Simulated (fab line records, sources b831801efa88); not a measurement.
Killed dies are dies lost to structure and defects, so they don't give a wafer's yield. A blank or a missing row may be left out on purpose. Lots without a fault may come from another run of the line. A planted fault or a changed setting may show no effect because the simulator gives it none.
fab line records | flow sky130
record lots=6 wafers=18 last_day=50
route steps=708 shown SD_P@327 RES_XHIGH@332 SD_N@342 SALICIDE@361 PAD_OPEN@708
lots that met no fault: from a run of the same line without faults
start_h: hours from the record's first day to the start of the lot's first wafer shown | wait_h: hours since the lot's step before | " the same as in the row above | L1.1+2: a row that stands for several wafers | - no value, or no start given | * or withheld: withheld | < > ~ a bound
route shown NAME@n: a module of which the file shows steps, and the number in the route of the first | usual: mean/standard deviation of fault-free wafers | same: alike in all rows | chamber/n: place in a boat | sites: the reading at each site | _std_site: their standard deviation | _edge_site: outer sites' mean less inner sites' | radius_mm: how far each site lies from the wafer's centre | mask NAME#n: copy n | behind: the tool/chamber that last shaped the wafer | hold: why the lot was held/for how many hours/how that ended | device: the transistor (n, p or np) that didn't switch | end of line: the same wafers' tests at the end of the route | a step without rows: its recipe alone | killed: dies lost to structure and defects at the first sort, not the wafer's yield | map: a wafer's dies, x killed, . not, _ none there
set.NAME: the setting as run; set.NAME@STEP: as run at that earlier step | model.NAME: the simulator's own value behind a step, which no gauge read
lots at some steps of the route; a table a step, a row a wafer
services: from which hour (start_h, from the record's first day; less than 0 if before it) a tool's chamber was out of use, for how many hours, and why
## steps
# step SKY_SD_P_CD_MEAS_07
# recipe target_cd_nm=380
# usual cd_nm=379.8/2.8
# columns lot.wafer tool chamber start_h wait_h cd_nm
L170.1 cd_sem-01 - 588.01 0.1 382.0
L170.2 " - " " 378.4
L170.3 " - " " 379.5
L174.1 cd_sem-01 - 620.50 0.1 383.5
L174.3 " - " " 382.0
L174.5 " - " " 382.6
L189.2 cd_sem-01 - 748.25 0.1 379.3
L189.3 " - " " 380.0
L189.5 " - " " 381.2
L188.1 cd_sem-01 - 751.58 0.1 383.1
L188.2 " - " " 385.5
L188.6 " - " " 383.2
L190.1 cd_sem-02 - 754.08 0.1 375.1
L190.5 " - " " 374.4
L190.6 " - " " 374.3
L191.1 cd_sem-01 - 757.11 0.1 383.8
L191.2 " - " " 382.4
L191.3 " - " " 383.0
# step SKY_SD_P_OVL_MEAS_08
# usual SD_P_OVL=-0.1/1.6
# columns lot.wafer tool chamber start_h wait_h SD_P_OVL[nm]
L170.1 overlay-02 - 588.13 0.1 0.2
L170.2 " - " " -0.6
L170.3 " - " " 0.0
L174.1 overlay-01 - 620.62 0.1 0.5
L174.3 " - " " -1.1
L174.5 " - " " -3.1
L189.2 overlay-02 - 748.36 0.1 -0.4
L189.3 " - " " -1.0
L189.5 " - " " -2.1
L188.1 overlay-02 - 751.70 0.1 0.3
L188.2 " - " " -0.4
L188.6 " - " " 0.6
L190.1 overlay-02 - 754.20 0.1 1.1
L190.5 " - " " 0.5
L190.6 " - " " 0.0
L191.1 overlay-02 - 757.23 0.1 0.5
L191.2 " - " " -2.4
L191.3 " - " " 0.5
# step SKY_SD_P_IMPLANT_09
# recipe species=BF2 energy_kev=20 dose_cm2=3e+15 tilt_deg=0
# step SKY_SD_P_STRIP_10
# recipe chemistry=O2/N2 power_w=1400 pressure_mtorr=1500 platen_temp_c=withheld o2_flow_sccm=3000 n2_flow_sccm=300 overash_fraction=0.5
# usual drypump_motor_current_A=5.5/0.37 oes_product_au=0.617/0.0046 strip_time_to_endpoint_s=17.50/0.042
# columns lot.wafer tool chamber start_h wait_h drypump_motor_current_A oes_product_au rf_hours_counter_h strip_time_to_endpoint_s
L170.1 plasma_asher-01 0 588.32 0.1 5.6 0.609 92 17.50
L170.2 " 1 " " 5.6 0.616 92 17.48
L170.3 " 0 " " 5.6 0.611 - 17.46
L174.1 plasma_asher-01 0 620.81 0.1 5.6 0.617 95 17.45
L174.3 " 1 " " 5.5 0.623 - 17.50
L174.5 " 0 " " 5.6 0.608 - 17.51
L189.2 plasma_asher-04 1 748.54 0.1 5.3 0.622 64 17.39
L189.3 " 0 " " 5.9 0.619 - 17.43
L189.5 " 0 " " 5.9 0.622 - 17.42
L188.1 plasma_asher-01 1 751.89 0.1 5.5 0.623 1 17.52
L188.2 " 0 " " 5.6 0.618 1 17.50
L188.6 " 1 " " 5.6 0.618 - 17.46
L190.1 plasma_asher-01 0 754.39 0.1 5.6 0.621 1 17.47
L190.5 " 1 " " 5.5 0.624 - 17.53
L190.6 " 0 " " 5.6 0.612 - 17.52
L191.1 plasma_asher-02 1 757.42 0.1 4.8 0.614 87 17.41
L191.2 " 0 " " 5.8 0.608 87 17.43
L191.3 " 1 " " 4.7 0.617 - 17.45
# step SKY_SD_P_TW_MEAS_11
# usual SD_P_TW=2825/20
# columns lot.wafer tool chamber start_h wait_h SD_P_TW
L170.1 film_metro-01 - 588.42 0.1 2853
L170.2 " - " " 2859
L170.3 " - " " 2854
L174.1 film_metro-03 - 620.91 0.1 2836
L174.3 " - " " 2839
L174.5 " - " " 2814
L189.2 film_metro-03 - 748.65 0.1 2793
L189.3 " - " " 2797
L189.5 " - " " 2777
L188.1 film_metro-01 - 751.99 0.1 2845
L188.2 " - " " 2828
L188.6 " - " " 2853
L190.1 film_metro-01 - 754.49 0.1 2846
L190.5 " - " " 2838
L190.6 " - " " 2840
L191.1 film_metro-03 - 757.52 0.1 2807
L191.2 " - " " 2798
L191.3 " - " " 2805
# step SKY_RES_XHIGH_DEHYDRATE_00
# recipe temp_c=200 time_s=60
# step SKY_RES_XHIGH_HMDS_01
# recipe prime_time_s=60 prime_temp_c=120
# step SKY_RES_XHIGH_COAT_02
# recipe resist=NOVOLAK spin_rpm=3000 resist_thk_nm=1140
# step SKY_RES_XHIGH_SOFTBAKE_03
# recipe temp_c=90 time_s=60 resist=NOVOLAK
# step SKY_RES_XHIGH_EXPOSE_04
# recipe mask_id=URPM na=0.6 source_shape=conventional sigma_outer=0.6 polarization=unpolarized target_cd_nm=1270 dose_mj=140
# step SKY_RES_XHIGH_PEB_05
# recipe temp_c=withheld time_s=* resist=NOVOLAK
# step SKY_RES_XHIGH_DEVELOP_06
# recipe resist=NOVOLAK developer=TMAH develop_time_s=60 dev_temp_c=23
# step SKY_RES_XHIGH_IMPLANT_07
# recipe species=BF2 energy_kev=20 dose_cm2=3.6e+14 tilt_deg=0
# usual beam_on_s=40/3.4 dose_ions_cm2=3.599e+14/4.1e+11
# columns lot.wafer tool chamber start_h wait_h beam_on_s dose_ions_cm2
L170.1 implanter-01 0 617.63 0.1 44 3.596e+14
L170.2 " 0 " " 44 3.598e+14
L170.3 " 0 " " 44 3.596e+14
L174.1 implanter-03 0 648.98 0.1 38 3.603e+14
L174.3 " 0 " " 38 3.601e+14
L174.5 " 0 " " 39 3.595e+14
L189.2 implanter-01 0 775.56 0.1 11 8.99e+13
L189.3 " 0 " " 11 8.97e+13
L189.5 " 0 " " 11 8.97e+13
L188.1 implanter-01 0 778.83 0.1 11 8.99e+13
L188.2 " 0 " " 11 8.94e+13
L188.6 " 0 " " 11 8.98e+13
L190.1 implanter-04 0 781.47 0.1 36 3.607e+14
L190.5 " 0 " " 35 3.599e+14
L190.6 " 0 " " 35 3.599e+14
L191.1 implanter-03 0 784.23 0.1 40 3.604e+14
L191.2 " 0 " " 39 3.607e+14
L191.3 " 0 " " 40 3.605e+14
# step SKY_RES_XHIGH_STRIP_08
# recipe chemistry=O2/N2 power_w=1400 pressure_mtorr=1500 platen_temp_c=withheld o2_flow_sccm=3000 n2_flow_sccm=300 overash_fraction=0.5
# usual drypump_motor_current_A=5.5/0.37 oes_product_au=0.711/0.0045 strip_time_to_endpoint_s=14.26/0.04
# columns lot.wafer tool chamber start_h wait_h drypump_motor_current_A oes_product_au rf_hours_counter_h strip_time_to_endpoint_s
L170.1 plasma_asher-02 1 617.78 0.1 4.8 0.708 71 14.29
L170.2 " 0 " " 5.8 0.710 71 14.30
L170.3 " 1 " " 4.8 0.705 - 14.31
L174.1 plasma_asher-04 0 649.13 0.1 5.9 0.718 56 14.29
L174.3 " 0 " " 5.9 0.710 - 14.31
L174.5 " 0 " " 5.8 0.710 - 14.28
L189.2 plasma_asher-03 1 775.68 0.1 5.6 0.722 33 14.19
L189.3 " 1 " " 5.6 0.715 - 14.16
L189.5 " 1 " " 5.6 0.714 - 14.18
L188.1 plasma_asher-03 1 778.98 0.1 5.6 0.720 33 14.10
L188.2 " 0 " " 5.6 0.709 33 14.14
L188.6 " 1 " " 5.6 0.711 - 14.12
L190.1 plasma_asher-03 0 781.62 0.1 5.6 0.711 34 14.23
L190.5 " 0 " " 5.5 0.709 - 14.24
L190.6 " 1 " " 5.6 0.709 - 14.31
L191.1 plasma_asher-02 1 784.38 0.1 4.8 0.715 90 14.27
L191.2 " 0 " " 5.8 0.708 90 14.30
L191.3 " 0 " " 5.8 0.704 - 14.25
# step SKY_RES_XHIGH_TW_MEAS_09
# usual RES_XHIGH_TW=1631/12
# columns lot.wafer tool chamber start_h wait_h RES_XHIGH_TW
L170.1 film_metro-01 - 617.88 0.1 1650
L170.2 " - " " 1651
L170.3 " - " " 1648
L174.1 film_metro-04 - 649.23 0.1 1629
L174.3 " - " " 1632
L174.5 " - " " 1632
L189.2 film_metro-01 - 775.79 0.1 1072
L189.3 " - " " 1072
L189.5 " - " " 1064
L188.1 film_metro-03 - 779.08 0.1 1062
L188.2 " - " " 1064
L188.6 " - " " 1059
L190.1 film_metro-03 - 781.72 0.1 1618
L190.5 " - " " 1619
L190.6 " - " " 1623
L191.1 film_metro-01 - 784.48 0.1 1653
L191.2 " - " " 1648
L191.3 " - " " 1655
# step SKY_SD_N_DEHYDRATE_00
# recipe temp_c=200 time_s=60
# step SKY_SD_N_HMDS_01
# recipe prime_time_s=60 prime_temp_c=120
# step SKY_SD_N_COAT_02
# recipe resist=NOVOLAK spin_rpm=3000 resist_thk_nm=1140
# step SKY_SD_N_SOFTBAKE_03
# recipe temp_c=90 time_s=60 resist=NOVOLAK
# step SKY_SD_N_EXPOSE_04
# recipe mask_id=NSDM na=0.6 source_shape=conventional sigma_outer=0.6 polarization=unpolarized target_cd_nm=380 dose_mj=141
# step SKY_SD_N_PEB_05
# recipe temp_c=withheld time_s=* resist=NOVOLAK
# step SKY_SD_N_DEVELOP_06
# recipe resist=NOVOLAK developer=TMAH develop_time_s=60 dev_temp_c=23
# step SKY_SD_N_CD_MEAS_07
# recipe target_cd_nm=380
# usual cd_nm=380.5/2.3
# columns lot.wafer tool chamber start_h wait_h cd_nm
L170.1 cd_sem-01 - 646.75 0.1 381.1
L170.2 " - " " 381.7
L170.3 " - " " 381.1
L174.1 cd_sem-02 - 677.23 0.1 380.5
L174.3 " - " " 379.2
L174.5 " - " " 381.1
L189.2 cd_sem-02 - 801.77 0.1 384.8
L189.3 " - " " 382.0
L189.5 " - " " 384.6
L188.1 cd_sem-01 - 805.52 0.1 379.2
L188.2 " - " " 380.4
L188.6 " - " " 380.8
L190.1 cd_sem-02 - 807.18 0.1 381.5
L190.5 " - " " 381.5
L190.6 " - " " 380.2
L191.1 cd_sem-02 - 810.58 0.1 379.3
L191.2 " - " " 378.9
L191.3 " - " " 379.8
# step SKY_SD_N_OVL_MEAS_08
# usual SD_N_OVL=0.6/1.4
# columns lot.wafer tool chamber start_h wait_h SD_N_OVL[nm]
L170.1 overlay-01 - 646.87 0.1 2.5
L170.2 " - " " 3.4
L170.3 " - " " 1.0
L174.1 overlay-02 - 677.35 0.1 0.4
L174.3 " - " " 0.9
L174.5 " - " " 3.5
L189.2 overlay-02 - 801.88 0.1 2.0
L189.3 " - " " 1.3
L189.5 " - " " -0.2
L188.1 overlay-02 - 805.64 0.1 3.2
L188.2 " - " " 0.4
L188.6 " - " " -0.8
L190.1 overlay-02 - 807.31 0.1 -0.3
L190.5 " - " " 0.0
L190.6 " - " " 1.4
L191.1 overlay-02 - 810.70 0.1 -0.6
L191.2 " - " " -0.8
L191.3 " - " " 0.4
# step SKY_SD_N_IMPLANT_09
# recipe species=As energy_kev=50 dose_cm2=4e+15 tilt_deg=0
# step SKY_SD_N_IMPLANT_10
# recipe species=P energy_kev=20 dose_cm2=1e+14 tilt_deg=0
# step SKY_SD_N_STRIP_11
# recipe chemistry=O2/N2 power_w=1400 pressure_mtorr=1500 platen_temp_c=withheld o2_flow_sccm=3000 n2_flow_sccm=300 overash_fraction=0.5
# usual drypump_motor_current_A=5.57/0.15 oes_product_au=0.528/0.0048 strip_time_to_endpoint_s=22.55/0.049
# columns lot.wafer tool chamber start_h wait_h drypump_motor_current_A oes_product_au rf_hours_counter_h strip_time_to_endpoint_s
L170.1 plasma_asher-04 0 647.21 0.1 5.86 0.535 55 22.51
L170.2 " 1 " " 5.34 0.525 55 22.57
L170.3 " 0 " " 5.83 0.532 - 22.51
L174.1 plasma_asher-01 0 677.69 0.1 5.61 0.525 101 22.59
L174.3 " 1 " " 5.51 0.522 - 22.61
L174.5 " 1 " " 5.54 0.525 - 22.59
L189.2 plasma_asher-04 1 802.21 0.1 5.36 0.527 69 22.49
L189.3 " 1 " " 5.35 0.525 - 22.52
L189.5 " 0 " " 5.88 0.529 - 22.47
L188.1 plasma_asher-03 0 805.98 0.1 5.54 0.531 36 22.61
L188.2 " 1 " " 5.57 0.536 36 22.64
L188.6 " 0 " " 5.54 0.528 - 22.64
L190.1 plasma_asher-03 0 807.64 0.1 5.54 0.529 36 22.54
L190.5 " 0 " " 5.55 0.525 - 22.53
L190.6 " 1 " " 5.57 0.530 - 22.55
L191.1 plasma_asher-04 1 811.04 0.1 5.32 0.530 70 22.55
L191.2 " 0 " " 5.87 0.519 70 22.56
L191.3 " 1 " " 5.35 0.537 - 22.50
# step SKY_SD_N_TW_MEAS_12
# usual SD_N_TW=3973/31
# columns lot.wafer tool chamber start_h wait_h SD_N_TW
L170.1 film_metro-03 - 647.31 0.1 3979
L170.2 " - " " 3960
L170.3 " - " " 3977
L174.1 film_metro-04 - 677.79 0.1 3929
L174.3 " - " " 3941
L174.5 " - " " 3928
L189.2 film_metro-01 - 802.33 0.1 4002
L189.3 " - " " 3995
L189.5 " - " " 3989
L188.1 film_metro-01 - 806.08 0.1 3982
L188.2 " - " " 4000
L188.6 " - " " 4005
L190.1 film_metro-03 - 807.74 0.1 3965
L190.5 " - " " 3954
L190.6 " - " " 3970
L191.1 film_metro-03 - 811.14 0.1 3957
L191.2 " - " " 3968
L191.3 " - " " 3974
# step SKY_SD_N_CLEAN_13
# recipe chemistry=SC1/SC2 mix=1:4:20 temp_c=70 time_s=150 dry=n2_spin
# step SKY_SD_N_RTA_14
# recipe temp_c=1075 time_s=2 idle_temp_c=650 ramp_up_c_per_s=150 ramp_down_c_per_s=90 ambient=N2
# usual lamp_power_pct=15.74/0.052 wafer_temp_C_max=1078.0/1.2
# same time_s=2
# columns lot.wafer tool chamber start_h wait_h lamp_power_pct wafer_temp_C_max
L170.1 rtp_anneal-01 0 647.42 0.0 15.73 1077.8
L170.2 " 0 " " 15.79 1077.1
L170.3 " 0 " " 15.71 1077.2
L174.1 rtp_anneal-01 0 677.90 0.0 15.61 1076.6
L174.3 " 0 " " 15.71 1078.0
L174.5 " 0 " " 15.80 1078.3
L189.2 rtp_anneal-01 0 802.50 0.0 15.61 1079.8
L189.3 " 0 " " 15.76 1078.3
L189.5 " 0 " " 15.74 1077.7
L188.1 rtp_anneal-02 0 806.19 0.0 15.77 1077.6
L188.2 " 0 " " 15.73 1076.7
L188.6 " 0 " " 15.72 1080.0
L190.1 rtp_anneal-01 0 807.93 0.0 15.79 1076.1
L190.5 " 0 " " 15.84 1078.1
L190.6 " 0 " " 15.73 1078.0
L191.1 rtp_anneal-02 0 811.30 0.0 15.75 1077.5
L191.2 " 0 " " 15.66 1077.0
L191.3 " 0 " " 15.74 1077.8
# step SKY_SD_N_RS_MEAS_16
# recipe thk_meas_gauge=four-point-probe
# usual SD_N_RS=68.52/0.12
# columns lot.wafer tool chamber start_h wait_h SD_N_RS[ohm/sq]
L170.1 film_metro-03 - 647.59 0.1 68.49
L170.2 " - " " 68.32
L170.3 " - " " 68.61
L174.1 film_metro-04 - 678.08 0.1 68.63
L174.3 " - " " 68.65
L174.5 " - " " 68.38
L189.2 film_metro-04 - 802.68 0.1 68.52
L189.3 " - " " 68.63
L189.5 " - " " 68.48
L188.1 film_metro-01 - 806.37 0.1 68.56
L188.2 " - " " 68.37
L188.6 " - " " 68.32
L190.1 film_metro-04 - 808.10 0.1 68.57
L190.5 " - " " 68.51
L190.6 " - " " 68.57
L191.1 film_metro-01 - 811.47 0.1 68.47
L191.2 " - " " 68.68
L191.3 " - " " 68.65
# step SKY_SD_N_RS_MEAS_17
# recipe thk_meas_gauge=four-point-probe
# usual SD_P_RS=146.9/0.39
# columns lot.wafer tool chamber start_h wait_h SD_P_RS[ohm/sq]
L170.1 film_metro-03 - 647.71 0.1 146.3
L170.2 " - " " 146.0
L170.3 " - " " 146.8
L174.1 film_metro-04 - 678.20 0.1 146.7
L174.3 " - " " 147.0
L174.5 " - " " 146.3
L189.2 film_metro-04 - 802.80 0.1 146.9
L189.3 " - " " 147.4
L189.5 " - " " 147.1
L188.1 film_metro-01 - 806.49 0.1 147.0
L188.2 " - " " 146.6
L188.6 " - " " 147.0
L190.1 film_metro-04 - 808.22 0.1 147.1
L190.5 " - " " 147.6
L190.6 " - " " 147.1
L191.1 film_metro-01 - 811.59 0.1 147.2
L191.2 " - " " 147.2
L191.3 " - " " 146.9
# step SKY_SD_N_RS_MEAS_18
# recipe thk_meas_gauge=four-point-probe
# usual RES_XHIGH_RS=333.2/1.3
# columns lot.wafer tool chamber start_h wait_h RES_XHIGH_RS[ohm/sq]
L170.1 film_metro-03 - 647.83 0.1 330.7
L170.2 " - " " 332.5
L170.3 " - " " 331.9
L174.1 film_metro-04 - 678.32 0.1 334.4
L174.3 " - " " 334.6
L174.5 " - " " 334.4
L189.2 film_metro-04 - 802.92 0.1 1016.3
L189.3 " - " " 1018.1
L189.5 " - " " 1020.1
L188.1 film_metro-01 - 806.61 0.1 997.9
L188.2 " - " " 1003.3
L188.6 " - " " 1009.8
L190.1 film_metro-04 - 808.34 0.1 334.6
L190.5 " - " " 334.7
L190.6 " - " " 334.5
L191.1 film_metro-01 - 811.71 0.1 331.6
L191.2 " - " " 331.5
L191.3 " - " " 331.7
# step SKY_SALICIDE_CLEAN_00
# recipe chemistry=HF-last time_s=30 dilution=100:1 dry=ipa_marangoni
# step SKY_PAD_OPEN_PROBE_99
# usual killed_at_M0_to_M3=44/7 killed_at_M4_up=3.0/1.7 killed_at_contacts=24/5.2 killed_at_front_end=15/4.8 killed_at_other=0.2/0.56 killed_dies=86/9.7 killed_open=47/7.1 killed_short=39/6.3
# same gross_dies=492 killed_at_back_side=0
# columns lot.wafer tool chamber start_h wait_h killed_at_M0_to_M3 killed_at_M4_up killed_at_contacts killed_at_front_end killed_at_other killed_dies killed_open killed_short model.etest.res_xhigh_po.open
L170.1 prober-02 - 1077.94 0.1 55 3 24 19 0 101 49 51 0
L170.2 prober-02 - 1077.99 0.1 53 2 20 19 0 94 58 36 0
L170.3 prober-02 - 1078.04 0.2 52 2 16 19 0 89 53 34 0
L174.1 prober-02 - 1102.75 0.1 48 2 23 12 0 85 50 35 0
L174.3 prober-02 - 1102.85 0.2 51 5 22 12 0 90 41 49 0
L174.5 prober-02 - 1102.95 0.2 36 2 26 11 0 75 52 23 0
L189.2 prober-01 - 1187.80 0.1 47 2 30 23 1 103 64 37 1
L189.3 prober-01 - 1187.85 0.2 39 3 26 17 0 85 45 40 1
L189.5 prober-01 - 1187.95 0.2 37 3 18 17 0 75 34 41 1
L188.1 prober-02 - 1189.03 0.1 39 3 35 11 0 88 49 39 1
L188.2 prober-02 - 1189.08 0.1 47 3 27 18 1 96 54 42 1
L188.6 prober-02 - 1189.28 0.2 35 3 14 22 0 74 36 38 1
L190.1 prober-01 - 1192.08 0.1 54 4 25 17 0 100 52 48 0
L190.5 prober-01 - 1192.28 0.2 40 1 32 22 0 95 58 37 0
L190.6 prober-01 - 1192.33 0.2 63 1 24 4 0 92 52 40 0
L191.1 prober-02 - 1193.95 0.1 54 4 27 20 0 105 62 43 0
L191.2 prober-02 - 1194.00 0.1 43 4 32 21 0 100 57 43 0
L191.3 prober-02 - 1194.05 0.2 36 2 30 15 0 83 50 33 0
# killed by level:class
L170.1 FIELD_ISO:geometric_particle:short=10 VIA1:geometric_particle:open=9 VIA1:geometric_particle:short=8 FIELD_ISO:geometric_particle:open=7 LI_CONTACT:geometric_particle:open=7 CONTACT:geometric_particle:open=7 VIA2:geometric_particle:open=7 METAL2:geometric_particle:short=7
L170.2 VIA1:geometric_particle:open=12 VIA2:geometric_particle:open=11 CONTACT:geometric_particle:open=9 METAL1:geometric_particle:short=7 FIELD_ISO:geometric_particle:open=6 VIA1:geometric_particle:short=6 POLY_GATE:geometric_particle:open=5 METAL2:geometric_particle:short=5
L170.3 VIA1:geometric_particle:open=13 VIA2:geometric_particle:open=9 METAL2:geometric_particle:short=8 CONTACT:geometric_particle:open=7 POLY_GATE:geometric_particle:open=6 METAL1:geometric_particle:short=5 FIELD_ISO:geometric_particle:open=4 LI_CONTACT:geometric_particle:open=4
L174.1 VIA2:geometric_particle:open=11 METAL1:geometric_particle:short=8 CONTACT:geometric_particle:open=7 VIA1:geometric_particle:open=7 VIA3:geometric_particle:open=7 FIELD_ISO:geometric_particle:open=6 LI_CONTACT:geometric_particle:open=6 CONTACT:geometric_particle:short=6
L174.3 VIA1:geometric_particle:open=15 METAL1:geometric_particle:short=9 VIA1:geometric_particle:short=7 METAL2:geometric_particle:short=6 VIA2:geometric_particle:open=6 FIELD_ISO:geometric_particle:short=5 LI_CONTACT:geometric_particle:open=5 LOCAL_INTERCONNECT:geometric_particle:short=5
L174.5 LI_CONTACT:geometric_particle:open=11 CONTACT:geometric_particle:open=9 VIA1:geometric_particle:open=9 VIA3:geometric_particle:open=7 VIA2:geometric_particle:open=6 FIELD_ISO:geometric_particle:open=4 METAL2:geometric_particle:short=4 CONTACT:geometric_particle:short=3
L189.2 VIA3:geometric_particle:open=12 VIA1:geometric_particle:open=12 CONTACT:geometric_particle:open=8 FIELD_ISO:geometric_particle:open=7 LI_CONTACT:geometric_particle:open=7 CONTACT:geometric_particle:short=7 VIA2:geometric_particle:open=6 POLY_GATE:geometric_particle:open=5
L189.3 VIA1:geometric_particle:open=10 FIELD_ISO:geometric_particle:open=7 LI_CONTACT:geometric_particle:open=7 METAL2:geometric_particle:short=7 LI_CONTACT:geometric_particle:short=5 LOCAL_INTERCONNECT:geometric_particle:short=5 CONTACT:geometric_particle:open=5 METAL1:geometric_particle:short=5
L189.5 VIA1:geometric_particle:open=11 FIELD_ISO:geometric_particle:short=6 LI_CONTACT:geometric_particle:open=5 CONTACT:geometric_particle:short=5 METAL1:geometric_particle:short=5 VIA1:geometric_particle:short=5 FIELD_ISO:geometric_particle:open=4 VIA3:geometric_particle:short=4
L188.1 CONTACT:geometric_particle:open=13 VIA1:geometric_particle:open=11 LI_CONTACT:geometric_particle:open=9 VIA1:geometric_particle:short=7 CONTACT:geometric_particle:short=6 VIA2:geometric_particle:open=5 POLY_GATE:geometric_particle:short=4 LOCAL_INTERCONNECT:geometric_particle:short=4
L188.2 CONTACT:geometric_particle:open=14 VIA1:geometric_particle:open=9 VIA3:geometric_particle:open=9 METAL2:geometric_particle:short=9 FIELD_ISO:geometric_particle:short=6 VIA2:geometric_particle:open=6 POLY_GATE:geometric_particle:short=5 LI_CONTACT:geometric_particle:open=5
L188.6 VIA1:geometric_particle:open=9 METAL1:geometric_particle:short=6 LI_CONTACT:geometric_particle:open=5 POLY_GATE:geometric_particle:short=5 FIELD_ISO:geometric_particle:short=4 VIA3:geometric_particle:open=4 FIELD_ISO:geometric_particle:open=3 SPACER:geometric_particle:open=3
L190.1 VIA1:geometric_particle:open=14 CONTACT:geometric_particle:open=11 VIA3:geometric_particle:open=7 METAL1:geometric_particle:short=6 METAL3:geometric_particle:short=6 FIELD_ISO:geometric_particle:short=5 LI_CONTACT:geometric_particle:open=5 METAL2:geometric_particle:short=5
L190.5 CONTACT:geometric_particle:open=12 VIA1:geometric_particle:open=11 FIELD_ISO:geometric_particle:open=9 LI_CONTACT:geometric_particle:open=9 POLY_GATE:geometric_particle:short=7 CONTACT:geometric_particle:short=6 VIA3:geometric_particle:open=6 METAL1:geometric_particle:short=5
L190.6 VIA1:geometric_particle:open=15 CONTACT:geometric_particle:open=13 VIA3:geometric_particle:open=10 VIA1:geometric_particle:short=8 METAL2:geometric_particle:short=7 METAL1:geometric_particle:short=6 VIA2:geometric_particle:short=6 VIA2:geometric_particle:open=6
L191.1 VIA1:geometric_particle:open=18 CONTACT:geometric_particle:open=11 LI_CONTACT:geometric_particle:open=9 FIELD_ISO:geometric_particle:open=7 METAL1:geometric_particle:short=7 VIA3:geometric_particle:short=6 FIELD_ISO:geometric_particle:short=4 VIA3:geometric_particle:open=4
L191.2 CONTACT:geometric_particle:open=17 VIA1:geometric_particle:open=11 CONTACT:geometric_particle:short=8 VIA1:geometric_particle:short=8 FIELD_ISO:geometric_particle:open=7 FIELD_ISO:geometric_particle:short=6 VIA3:geometric_particle:open=6 METAL1:geometric_particle:short=6
L191.3 CONTACT:geometric_particle:open=10 LI_CONTACT:geometric_particle:open=10 VIA1:geometric_particle:open=8 VIA2:geometric_particle:open=8 FIELD_ISO:geometric_particle:short=5 LOCAL_INTERCONNECT:geometric_particle:short=5 METAL1:geometric_particle:short=4 VIA3:geometric_particle:open=4
## services
# columns tool chamber start_h hours kind
implanter-03 - 579.24 3.1 pm
plasma_asher-04 - 597.73 10.6 repair
plasma_asher-03 - 618.50 5.6 repair
implanter-04 - 636.91 2.9 repair
plasma_asher-03 - 638.39 21.8 repair
implanter-03 - 655.95 3.8 repair
plasma_asher-01 - 668.19 2.0 repair
rtp_anneal-02 - 677.02 2.8 pm
plasma_asher-04 - 679.46 2.8 pm
plasma_asher-04 - 692.07 13.4 repair
plasma_asher-04 - 706.34 2.1 repair
implanter-01 - 723.79 2.1 pm
implanter-03 - 732.07 2.4 repair
plasma_asher-04 - 733.33 7.1 repair
plasma_asher-01 - 733.75 9.0 pm
plasma_asher-01 0 733.75 9.0 vent_cycle
plasma_asher-01 1 733.75 9.0 vent_cycle
plasma_asher-01 0 742.75 - clean
plasma_asher-01 1 742.75 - clean
implanter-03 - 768.88 1.9 repair
plasma_asher-01 - 793.08 2.8 pm
plasma_asher-02 - 793.68 1.0 repair
## key
first_sign step=SKY_RES_XHIGH_IMPLANT_07 reading=dose_ions_cm2 direction=down sigmas=99+ usual=* struck=*
effect step=SKY_RES_XHIGH_IMPLANT_07 reading=beam_on_s direction=down sigmas=8.4 usual=40 struck=11
effect step=SKY_RES_XHIGH_STRIP_08 reading=strip_time_to_endpoint_s direction=down sigmas=2.8 usual=* struck=*
effect step=SKY_RES_XHIGH_TW_MEAS_09 reading=RES_XHIGH_TW direction=down sigmas=48 usual=1631 struck=1066
effect step=SKY_SD_N_RS_MEAS_18 reading=RES_XHIGH_RS direction=up sigmas=99+ usual=333.2 struck=1010.9
model_effect step=SKY_PAD_OPEN_PROBE_99 value=etest.res_xhigh_po.open without=0 struck=1
met_at SKY_RES_XHIGH_IMPLANT_07
struck_wafers L188.1,L188.2,L188.6,L189.2,L189.3,L189.5
tester_left_out L188,L189
onset_between 617.63 775.56
fault kind=process_parameter_drift tool=implanter-01 chamber=- onset_h=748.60 steps=SKY_RES_XHIGH_IMPLANT_07 channel=dose_cm2 offset=* shape=step end_h=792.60 acts_in=* stated=*
# tester_left_out: of these lots the tester's yield and bins aren't shown, on N5 and GAA mostly nor the transistor test; their killed dies are dies lost to structure and defects alone, not to doping, threshold or leakage, so they don't give the yield
